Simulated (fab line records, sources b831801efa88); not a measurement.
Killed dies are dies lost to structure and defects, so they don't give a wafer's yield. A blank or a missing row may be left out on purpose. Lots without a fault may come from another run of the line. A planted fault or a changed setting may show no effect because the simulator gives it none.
Chamber matching | flow sky130 | SKY_CONTACT_CMP_04 on cmp-01: 4 sister chambers
The step polishes SiO2. 14 wafers are shown with their chamber, then 7 later ones without.

WAFERS WITH THEIR CHAMBER
wafer  | chamber | motor_current_A (A) | time_to_endpoint_s (s) | head_pressure_psi (psi)
L690.1 | 3       | 14.0                | 83                     | 4.094
L690.2 | 2       | 11.9                | 81                     | 4.091
L690.3 | 0       | 11.3                | 80                     | 4.110
L691.2 | 3       | 13.8                | 79                     | 4.105
L691.4 | 0       | 11.3                | 81                     | 4.108
L691.5 | 2       | 12.1                | 79                     | 4.102
L692.2 | 2       | 12.0                | 78                     | 4.087
L692.3 | 1       | 14.3                | 83                     | 4.103
L692.6 | 1       | 14.2                | 83                     | 4.111
L700.1 | 1       | 13.8                | 84                     | 4.097
L700.2 | 3       | 14.9                | 82                     | 4.111
L700.5 | 1       | 14.7                | 81                     | 4.105
L708.1 | 0       | 11.5                | 79                     | 4.106
L708.2 | 1       | 14.0                | 83                     | 4.107

SIGNATURES (means of the wafers above)
reading            | chamber 0 | chamber 1 | chamber 2 | chamber 3 | scatter within a chamber
motor_current_A    | 11.367    | 14.200    | 12.000    | 14.233    | 0.345
time_to_endpoint_s | 80.00     | 82.80     | 79.33     | 81.33     | 1.42
head_pressure_psi  | 4.10800   | 4.10460   | 4.09333   | 4.10333   | 0.0062
Rule: a wafer's distance from a chamber is the root of the sum, over the readings, of the square of ((its reading less the chamber's mean) divided by the reading's scatter). The wafer belongs to the nearest chamber; if the next one is less than 2 further off, it can't be placed. The scatter: the root of (the sum of the squares of (reading less its chamber's mean) over the shown wafers, divided by (wafers less chambers)).

WAFERS WITHOUT THEIR CHAMBER
wafer  | motor_current_A (A) | time_to_endpoint_s (s) | head_pressure_psi (psi)
L708.4 | 12.2                | 72                     | 4.097
L710.3 | 12.5                | 78                     | 4.096
L710.4 | 14.8                | 85                     | 4.118
L710.5 | 14.8                | 81                     | 4.106
L709.1 | 11.7                | 80                     | 4.102
L709.3 | 14.4                | 81                     | 4.094
L709.6 | 11.4                | 82                     | 4.088

WHICH CHAMBER EACH WENT THROUGH
wafer  | from the rows above     | in truth
L708.4 | can't be placed: 2 or 0 | 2
L710.3 | 2                       | 2
L710.4 | can't be placed: 1 or 3 | 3
L710.5 | can't be placed: 3 or 1 | 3
L709.1 | can't be placed: 0 or 2 | 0
L709.3 | can't be placed: 3 or 1 | 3
L709.6 | can't be placed: 2 or 0 | 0
Placed correctly: 1 of 7. Can't be placed from these rows: 6 (the true chamber is among the candidates in 6). Placed wrongly: 0.
